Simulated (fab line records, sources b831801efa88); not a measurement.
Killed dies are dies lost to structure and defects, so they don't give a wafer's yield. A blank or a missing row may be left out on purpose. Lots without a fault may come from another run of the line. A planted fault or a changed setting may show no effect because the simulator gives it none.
fab line records | flow sky130
record lots=6 wafers=18 last_day=50
route steps=708 shown VIA3@575 PAD_OPEN@708
lots that met no fault: from a run of the same line without faults
start_h: hours from the record's first day to the start of the lot's first wafer shown | wait_h: hours since the lot's step before | " the same as in the row above | L1.1+2: a row that stands for several wafers | - no value, or no start given | * or withheld: withheld | < > ~ a bound
route shown NAME@n: a module of which the file shows steps, and the number in the route of the first | usual: mean/standard deviation of fault-free wafers | same: alike in all rows | chamber/n: place in a boat | sites: the reading at each site | _std_site: their standard deviation | _edge_site: outer sites' mean less inner sites' | radius_mm: how far each site lies from the wafer's centre | mask NAME#n: copy n | behind: the tool/chamber that last shaped the wafer | hold: why the lot was held/for how many hours/how that ended | device: the transistor (n, p or np) that didn't switch | end of line: the same wafers' tests at the end of the route | a step without rows: its recipe alone | killed: dies lost to structure and defects at the first sort, not the wafer's yield | map: a wafer's dies, x killed, . not, _ none there
set.NAME: the setting as run; set.NAME@STEP: as run at that earlier step | model.NAME: the simulator's own value behind a step, which no gauge read
lots at some steps of the route; a table a step, a row a wafer
services: from which hour (start_h, from the record's first day; less than 0 if before it) a tool's chamber was out of use, for how many hours, and why
## steps
# step SKY_VIA3_CMP_02
# recipe material=SiO2 down_force_psi=4 platen_rpm=60 pad_velocity_m_s=0.94248
# usual motor_current_A=12.3/0.89
# columns lot.wafer tool chamber start_h wait_h motor_current_A
L660.4 cmp-01 0 951.31 0.0 12.4
L660.3 " 1 " " 11.8
L660.2 " 2 " " 12.7
L663.4 cmp-02 1 974.30 0.2 12.7
L663.5 " 2 " " 13.4
L663.6 " 3 " " 12.2
L664.2 cmp-01 1 981.72 0.4 11.5
L664.4 " 3 " " 10.1
L664.5 " 2 " " 14.1
L666.3 cmp-01 3 999.99 0.0 10.7
L666.2 " 0 " " 12.2
L666.1 " 1 " " 11.8
L673.4 cmp-02 0 1029.09 0.0 12.7
L673.2 " 1 " " 11.9
L673.3 " 2 " " 13.1
L678.2 cmp-02 1 1065.33 0.0 11.8
L678.3 " 3 " " 11.5
L678.1 " 0 " " 12.3
# step SKY_VIA3_BOW_MEAS_03
# recipe mode=bow
# usual VIA3_BOW=81/8
# columns lot.wafer tool chamber start_h wait_h VIA3_BOW[um]
L660.2 film_metro-04 - 951.63 0.2 76
L660.3 " - " " 73
L660.4 " - " " 84
L663.4 film_metro-03 - 974.51 0.2 77
L663.5 " - " " 79
L663.6 " - " " 82
L664.2 film_metro-02 - 982.04 0.3 82
L664.4 " - " " 76
L664.5 " - " " 71
L666.1 film_metro-04 - 1000.29 0.1 89
L666.2 " - " " 80
L666.3 " - " " 85
L673.2 film_metro-02 - 1029.41 0.2 91
L673.3 " - " " 82
L673.4 " - " " 91
L678.1 film_metro-03 - 1065.63 0.1 79
L678.2 " - " " 74
L678.3 " - " " 87
# step SKY_VIA3_DEHYDRATE_04
# recipe temp_c=200 time_s=60
# step SKY_VIA3_HMDS_05
# recipe prime_time_s=60 prime_temp_c=120
# step SKY_VIA3_COAT_06
# recipe resist=BARC temp_c=withheld time_s=withheld spin_rpm=3000 resist_thk_nm=60
# step SKY_VIA3_COAT_07
# recipe resist=KrF-thick spin_rpm=3000 resist_thk_nm=450
# step SKY_VIA3_SOFTBAKE_08
# recipe temp_c=100 time_s=90 resist=KrF-thick
# step SKY_VIA3_EXPOSE_09
# recipe mask_id=VIM3 na=0.8 source_shape=annular sigma_inner=0.55 sigma_outer=0.85 target_cd_nm=200 dose_mj=38
# step SKY_VIA3_PEB_10
# recipe peb_temp_c=withheld peb_time_s=withheld resist=KrF-thick
# step SKY_VIA3_DEVELOP_11
# recipe develop_time_s=60 resist=KrF-thick dev_temp_c=21
# step SKY_VIA3_CD_MEAS_12
# recipe target_cd_nm=200
# usual cd_nm=200.2/1.4
# columns lot.wafer tool chamber start_h wait_h cd_nm
L660.2 cd_sem-01 - 976.21 - 200.7
L660.3 " - " " 201.3
L660.4 " - " " 201.0
L663.4 cd_sem-02 - 998.35 - 200.4
L663.5 " - " " 198.7
L663.6 " - " " 199.0
L664.2 cd_sem-01 - 1005.17 - 202.9
L664.4 " - " " 201.3
L664.5 " - " " 201.6
L666.1 cd_sem-01 - 1023.19 - 199.9
L666.2 " - " " 199.3
L666.3 " - " " 198.1
L673.2 cd_sem-02 - 1051.22 - 200.4
L673.3 " - " " 199.7
L673.4 " - " " 199.4
L678.1 cd_sem-02 - 1086.34 - 199.4
L678.2 " - " " 200.2
L678.3 " - " " 200.0
# step SKY_VIA3_OVL_MEAS_13
# usual VIA3_OVL=-1/5.3
# columns lot.wafer tool chamber start_h wait_h VIA3_OVL[nm]
L660.2 overlay-02 - 976.32 0.1 -7
L660.3 " - " " -7
L660.4 " - " " -3
L663.4 overlay-02 - 998.43 0.1 -1
L663.5 " - " " 1
L663.6 " - " " -2
L664.2 overlay-02 - 1005.28 0.1 1
L664.4 " - " " -1
L664.5 " - " " 1
L666.1 overlay-01 - 1023.31 0.1 -6
L666.2 " - " " 1
L666.3 " - " " -6
L673.2 overlay-02 - 1051.33 0.1 2
L673.3 " - " " -9
L673.4 " - " " 1
L678.1 overlay-02 - 1086.46 0.1 -8
L678.2 " - " " 0
L678.3 " - " " -3
# step SKY_VIA3_ETCH_14
# recipe chemistry=N2/H2 target=BARC ion_energy_ev=200 source_w=500 bias_w=100 pressure_mtorr=30 n2_flow_sccm=100 h2_flow_sccm=200 stop_on=SiO2 time_s=45.9 target_depth_a=600
# usual drypump_motor_current_A=5.8/0.37 h2_flow_sccm=199.9/0.59 oes_product_au=0.855/0.0049 rf_fwd_power_W=494.8/1.9 throttle_valve_pct=13.224/0.0091
# columns lot.wafer tool chamber start_h wait_h drypump_motor_current_A h2_flow_sccm oes_product_au rf_fwd_power_W rf_hours_counter_h throttle_valve_pct model.KrF-thick_of_VIA3_COAT_07.thk_nm
L660.2 rie_diel-02 3 976.35 0.0 5.1 199.9 0.863 495.6 19 13.223 395.5
L660.3 " 1 " " 5.4 198.9 0.852 496.8 8 13.237 396.4
L660.4 " 2 " " 5.7 199.4 0.854 493.6 13 13.247 391.6
L663.4 rie_diel-02 2 998.45 0.0 5.7 200.0 0.841 572.3 14 13.232 386.2
L663.5 " 0 " " 6.5 200.2 0.855 576.2 - 13.223 384.7
L663.6 " 1 " " 5.4 199.8 0.859 578.6 - 13.239 388.3
L664.2 rie_diel-02 3 1005.31 0.0 5.1 200.2 0.855 576.5 20 13.222 386.8
L664.4 " 2 " " 5.7 200.2 0.853 573.5 14 13.211 386.3
L664.5 " 0 " " 6.5 200.1 0.853 572.7 - 13.223 386.6
L666.1 rie_diel-01 3 1023.35 0.0 5.5 200.0 0.848 497.4 16 13.223 393
L666.2 " 1 " " 5.6 200.2 0.853 493.7 20 13.229 391.9
L666.3 " 0 " " 5.6 199.9 0.861 495.6 29 13.234 393.6
L673.2 rie_diel-04 3 1051.36 0.0 5.7 200.5 0.862 494.9 22 13.241 392.3
L673.3 " 1 " " 6.2 200.2 0.858 493.6 18 13.229 392.4
L673.4 " 0 " " 6.0 200.8 0.854 494.5 23 13.216 392.7
L678.1 rie_diel-04 1 1086.50 0.0 6.2 199.0 0.858 495.0 19 13.220 391.9
L678.2 " 3 " " 5.7 199.5 0.855 495.8 23 13.215 392.9
L678.3 " 2 " " 5.8 200.0 0.860 492.8 25 13.233 391.8
# step SKY_VIA3_ETCH_15
# recipe target=SiO2 chemistry=C4F8/O2/Ar target_depth_nm=507 stop_on=TiN mask_material=KrF-thick source_w=1500 bias_w=1200 pressure_mtorr=40 c4f8_flow_sccm=withheld O2_flow_sccm=6 Ar_flow_sccm=300 time_s=78
# usual oes_product_au=0.947/0.0047 rf_fwd_power_W=1489/4.7
# columns lot.wafer tool chamber start_h wait_h oes_product_au rf_fwd_power_W rf_hours_counter_h model.KrF-thick_of_VIA3_COAT_07.thk_nm
L660.2 rie_diel-02 3 976.39 0.0 0.945 1494 19 296.1
L660.3 " 1 " " 0.947 1486 8 296.8
L660.4 " 2 " " 0.943 1483 13 288.5
L663.4 rie_diel-02 2 998.49 0.0 0.940 1489 14 283.7
L663.5 " 0 " " 0.942 1491 - 283.1
L663.6 " 1 " " 0.949 1494 - 290.1
L664.2 rie_diel-02 3 1005.35 0.0 0.950 1495 20 287.4
L664.4 " 2 " " 0.939 1473 14 283.3
L664.5 " 0 " " 0.944 1485 - 285.7
L666.1 rie_diel-01 3 1023.39 0.0 0.946 1491 16 290.4
L666.2 " 1 " " 0.951 1489 20 289.3
L666.3 " 0 " " 0.953 1487 29 289.4
L673.2 rie_diel-04 3 1051.40 0.0 0.946 1483 22 291.2
L673.3 " 1 " " 0.950 1484 18 290.8
L673.4 " 0 " " 0.943 1490 23 289.3
L678.1 rie_diel-04 1 1086.54 0.0 0.944 1487 19 291.7
L678.2 " 3 " " 0.947 1489 23 293.7
L678.3 " 2 " " 0.946 1486 25 289.9
# step SKY_VIA3_STRIP_16
# recipe chemistry=O2/N2 power_w=1400 pressure_mtorr=1500 platen_temp_c=withheld o2_flow_sccm=3000 n2_flow_sccm=300 overash_fraction=0.5
# usual drypump_motor_current_A=5.4/0.44 oes_product_au=0.402/0.0047 strip_time_to_endpoint_s=4.126/0.027
# columns lot.wafer tool chamber start_h wait_h drypump_motor_current_A oes_product_au rf_hours_counter_h strip_time_to_endpoint_s
L660.2 plasma_asher-03 0 976.45 0.0 4.8 0.406 22 4.208
L660.3 " 0 " " 4.8 0.413 - 4.195
L660.4 " 1 " " 5.5 0.404 - 4.098
L663.4 plasma_asher-03 0 998.58 0.1 4.8 0.402 - 4.045
L663.5 " 0 " " 4.8 0.393 - 4.049
L663.6 " 1 " " 5.5 0.404 - 4.110
L664.2 plasma_asher-04 1 1005.41 0.0 5.6 0.402 58 4.072
L664.4 " 1 " " 5.6 0.407 - 4.070
L664.5 " 0 " " 5.3 0.400 - 4.066
L666.1 plasma_asher-03 0 1023.45 0.0 4.8 0.409 27 4.115
L666.2 " 1 " " 5.5 0.394 27 4.107
L666.3 " 0 " " 4.8 0.404 - 4.104
L673.2 plasma_asher-02 0 1051.46 0.0 6.0 0.410 124 4.128
L673.3 " 1 " " 6.1 0.400 - 4.138
L673.4 " 0 " " 6.0 0.405 - 4.110
L678.1 plasma_asher-04 0 1086.60 0.0 5.3 0.394 66 4.150
L678.2 " 1 " " 5.6 0.403 66 4.165
L678.3 " 1 " " 5.6 0.414 - 4.102
# step SKY_PAD_OPEN_PROBE_99
# usual defect_limited_yield=81.8/2 killed_at_M0_to_M3=44/7.5 killed_at_M4_up=3.3/1.8 killed_at_contacts=25/5.9 killed_at_front_end=16/4.7 killed_at_other=0.3/0.52 killed_dies=89/9.9 killed_open=49/7.8 killed_short=40/5.8 sort_bin_3_pad_short=0.9/0.43 sort_bin_5_function=10.8/1.5 sort_bin_6_memory=6.4/1.1 sort_n_pass=403/9.9 sort_yield_pct=81.8/2
# same gross_dies=492 killed_at_back_side=0 sort_bin_4_leakage[%]=0 sort_bin_8_speed[%]=0
# columns lot.wafer tool chamber start_h wait_h defect_limited_yield[%] killed_at_M0_to_M3 killed_at_M4_up killed_at_contacts killed_at_front_end killed_at_other killed_dies killed_open killed_short sort_bin_3_pad_short[%] sort_bin_5_function[%] sort_bin_6_memory[%] sort_n_pass sort_yield_pct[%]
L660.2 prober-02 - 1116.12 0.1 84.3 44 3 20 10 0 77 41 34 0.4 9.8 5.5 415 84.3
L660.3 prober-02 - 1116.17 0.2 79.3 66 2 22 12 0 102 55 47 1.2 12.8 6.7 390 79.3
L660.4 prober-02 - 1116.22 0.2 83.1 48 3 21 10 1 83 47 36 0.8 9.8 6.3 409 83.1
L663.4 prober-01 - 1133.23 0.2 80.5 39 5 28 23 1 96 53 43 1.2 12.2 6.1 396 80.5
L663.5 prober-01 - 1133.28 0.2 83.5 38 3 25 15 0 81 41 40 0.6 10.0 5.9 411 83.5
L663.6 prober-01 - 1133.33 0.2 82.1 45 5 22 15 1 88 54 34 0.6 10.6 6.7 404 82.1
L664.2 prober-01 - 1142.56 0.1 80.1 46 2 30 20 0 98 55 43 1.0 12.0 6.9 394 80.1
L664.4 prober-01 - 1142.66 0.2 78.0 61 0 28 19 0 108 65 43 1.0 14.2 6.7 384 78.0
L664.5 prober-01 - 1142.71 0.2 77.0 70 5 25 13 0 113 61 52 1.2 14.8 6.9 379 77.0
L666.1 prober-02 - 1155.66 0.1 82.9 41 4 23 16 0 84 41 43 0.8 9.6 6.7 408 82.9
L666.2 prober-02 - 1155.71 0.1 81.1 46 7 23 17 0 93 51 42 0.8 10.0 8.1 399 81.1
L666.3 prober-02 - 1155.76 0.2 79.5 38 3 29 30 1 101 61 39 1.0 11.2 8.3 391 79.5
L673.2 prober-01 - 1176.69 0.1 84.1 45 4 17 11 1 78 45 33 0.6 9.1 6.1 414 84.1
L673.3 prober-01 - 1176.74 0.2 82.1 50 2 27 9 0 88 47 41 0.6 11.6 5.7 404 82.1
L673.4 prober-01 - 1176.79 0.2 81.5 41 3 30 17 0 91 50 41 1.0 10.4 7.1 401 81.5
L678.1 prober-01 - 1203.97 0.1 79.7 49 2 29 20 0 100 65 35 1.4 12.6 6.3 392 79.7
L678.2 prober-01 - 1204.02 0.1 79.3 52 2 24 21 3 102 63 38 0.4 14.2 6.1 390 79.3
L678.3 prober-01 - 1204.07 0.2 81.3 44 7 30 11 0 92 61 31 0.4 12.2 6.1 400 81.3
# killed by level:class
L660.2 VIA1:geometric_particle:open=12 LI_CONTACT:geometric_particle:open=7 VIA2:geometric_particle:open=6 VIA3:geometric_particle:open=6 LOCAL_INTERCONNECT:geometric_particle:short=5 VIA3:geometric_particle:short=5 METAL1:geometric_particle:short=4 POLY_GATE:geometric_particle:short=3
L660.3 VIA2:geometric_particle:open=11 VIA1:geometric_particle:open=10 VIA3:geometric_particle:open=9 METAL2:geometric_particle:short=9 LI_CONTACT:geometric_particle:open=8 METAL3:geometric_particle:short=7 CONTACT:geometric_particle:open=7 METAL1:geometric_particle:short=6
L660.4 VIA1:geometric_particle:open=14 VIA2:geometric_particle:open=10 CONTACT:geometric_particle:open=8 CONTACT:geometric_particle:short=6 POLY_GATE:geometric_particle:short=5 VIA1:geometric_particle:short=5 METAL2:geometric_particle:short=4 VIA3:geometric_particle:short=4
L663.4 FIELD_ISO:geometric_particle:open=12 CONTACT:geometric_particle:open=8 VIA1:geometric_particle:open=8 METAL1:geometric_particle:short=8 CONTACT:geometric_particle:short=7 LI_CONTACT:geometric_particle:open=6 VIA3:geometric_particle:open=6 POLY_GATE:geometric_particle:open=5
L663.5 LI_CONTACT:geometric_particle:open=9 VIA3:geometric_particle:open=8 LOCAL_INTERCONNECT:geometric_particle:short=8 VIA1:geometric_particle:short=7 CONTACT:geometric_particle:open=5 VIA1:geometric_particle:open=5 FIELD_ISO:geometric_particle:short=4 METAL3:geometric_particle:short=4
L663.6 CONTACT:geometric_particle:open=13 VIA1:geometric_particle:open=10 FIELD_ISO:geometric_particle:open=7 VIA2:geometric_particle:open=7 VIA3:geometric_particle:open=7 LI_CONTACT:geometric_particle:open=5 METAL1:geometric_particle:short=5 METAL3:geometric_particle:short=4
L664.2 VIA1:geometric_particle:open=13 LI_CONTACT:geometric_particle:open=10 FIELD_ISO:geometric_particle:short=9 CONTACT:geometric_particle:open=9 CONTACT:geometric_particle:short=7 VIA3:geometric_particle:open=7 METAL2:geometric_particle:short=5 FIELD_ISO:geometric_particle:open=4
L664.4 VIA1:geometric_particle:open=17 CONTACT:geometric_particle:open=14 FIELD_ISO:geometric_particle:open=7 FIELD_ISO:geometric_particle:short=7 LI_CONTACT:geometric_particle:open=7 VIA3:geometric_particle:open=7 VIA1:geometric_particle:short=7 CONTACT:geometric_particle:short=6
L664.5 VIA1:geometric_particle:open=19 METAL2:geometric_particle:short=11 CONTACT:geometric_particle:open=10 METAL1:geometric_particle:short=8 VIA2:geometric_particle:open=7 LI_CONTACT:geometric_particle:open=5 METAL3:geometric_particle:short=5 VIA1:geometric_particle:short=5
L666.1 VIA3:geometric_particle:open=9 CONTACT:geometric_particle:open=7 FIELD_ISO:geometric_particle:short=6 CONTACT:geometric_particle:short=6 VIA2:geometric_particle:short=6 VIA1:geometric_particle:open=5 VIA1:geometric_particle:short=5 VIA2:geometric_particle:open=5
L666.2 LI_CONTACT:geometric_particle:open=14 VIA3:geometric_particle:open=8 METAL2:geometric_particle:short=7 FIELD_ISO:geometric_particle:open=6 METAL1:geometric_particle:short=6 METAL4:geometric_particle:short=5 CONTACT:geometric_particle:short=4 METAL1:geometric_particle:open=4
L666.3 VIA1:geometric_particle:open=12 CONTACT:geometric_particle:open=11 POLY_GATE:geometric_particle:open=9 FIELD_ISO:geometric_particle:open=8 LI_CONTACT:geometric_particle:open=6 VIA2:geometric_particle:open=6 FIELD_ISO:geometric_particle:short=5 CONTACT:geometric_particle:short=5
L673.2 VIA1:geometric_particle:open=15 CONTACT:geometric_particle:open=8 METAL1:geometric_particle:short=6 METAL2:geometric_particle:short=6 VIA1:geometric_particle:short=5 FIELD_ISO:geometric_particle:short=3 FIELD_ISO:geometric_particle:open=3 LI_CONTACT:geometric_particle:open=3
L673.3 LI_CONTACT:geometric_particle:open=11 VIA1:geometric_particle:open=10 VIA1:geometric_particle:short=10 LOCAL_INTERCONNECT:geometric_particle:short=7 CONTACT:geometric_particle:open=6 METAL1:geometric_particle:short=6 VIA3:geometric_particle:open=6 VIA2:geometric_particle:open=6
L673.4 CONTACT:geometric_particle:open=11 VIA1:geometric_particle:open=11 LI_CONTACT:geometric_particle:open=9 POLY_GATE:geometric_particle:short=7 METAL2:geometric_particle:short=7 LOCAL_INTERCONNECT:geometric_particle:short=6 VIA2:geometric_particle:open=6 FIELD_ISO:geometric_particle:short=4
L678.1 CONTACT:geometric_particle:open=12 VIA1:geometric_particle:open=11 VIA2:geometric_particle:open=10 VIA3:geometric_particle:open=8 LI_CONTACT:geometric_particle:open=7 FIELD_ISO:geometric_particle:short=5 FIELD_ISO:geometric_particle:open=5 CONTACT:geometric_particle:short=5
L678.2 VIA1:geometric_particle:open=14 LI_CONTACT:geometric_particle:open=12 VIA2:geometric_particle:open=12 VIA1:geometric_particle:short=8 FIELD_ISO:geometric_particle:open=7 VIA3:geometric_particle:open=7 FIELD_ISO:geometric_particle:short=6 POLY_GATE:geometric_particle:open=4
L678.3 CONTACT:geometric_particle:open=13 VIA2:geometric_particle:open=10 LI_CONTACT:geometric_particle:open=9 VIA1:geometric_particle:open=9 VIA3:geometric_particle:open=9 FIELD_ISO:geometric_particle:open=4 LOCAL_INTERCONNECT:geometric_particle:short=4 METAL1:geometric_particle:short=4
## services
# columns tool chamber start_h hours kind
rie_diel-04 - 953.94 1.1 repair
plasma_asher-04 - 955.71 0.8 repair
plasma_asher-03 - 956.20 0.9 repair
rie_diel-02 - 957.49 0.4 repair
cmp-01 - 961.76 6.2 pm
plasma_asher-02 - 968.65 28.1 pm
rie_diel-01 3 971.80 6.0 repair
rie_diel-04 2 975.21 1.2 repair
cmp-02 - 976.88 5.7 repair
rie_diel-02 1 1013.52 52.5 repair
cmp-02 - 1017.01 0.7 repair
rie_diel-01 - 1018.46 2.8 pm
plasma_asher-04 - 1025.61 0.6 repair
plasma_asher-02 - 1029.87 4.6 repair
rie_diel-04 1 1035.55 3.0 repair
plasma_asher-03 - 1036.94 0.7 repair
rie_diel-01 - 1038.10 1.3 repair
plasma_asher-02 - 1055.25 9.0 pm
rie_diel-02 0 1066.01 - clean
plasma_asher-03 - 1072.60 3.7 repair
rie_diel-02 1 1072.77 1.5 repair
rie_diel-04 0 1079.63 10.9 repair
rie_diel-02 - 1081.38 14.6 pm
cmp-01 - 1084.00 4.0 pm
## key
first_sign step=SKY_VIA3_ETCH_14 reading=rf_fwd_power_W direction=up sigmas=41 usual=494.8 struck=575.0
effect none on later readings
model_effect step=SKY_VIA3_ETCH_14 value=KrF-thick_of_VIA3_COAT_07.thk_nm without=392.7 struck=386.5
model_effect step=SKY_VIA3_ETCH_15 value=KrF-thick_of_VIA3_COAT_07.thk_nm without=291.7 struck=285.6
met_at SKY_VIA3_ETCH_14
struck_wafers L663.4,L663.5,L663.6,L664.2,L664.4,L664.5
onset_between 976.35 998.45
fault kind=process_parameter_drift tool=rie_diel-02 chamber=- onset_h=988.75 steps=SKY_VIA3_ETCH_14 channel=source_w offset=80 shape=step end_h=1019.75 acts_in=these_recipes_only stated=500
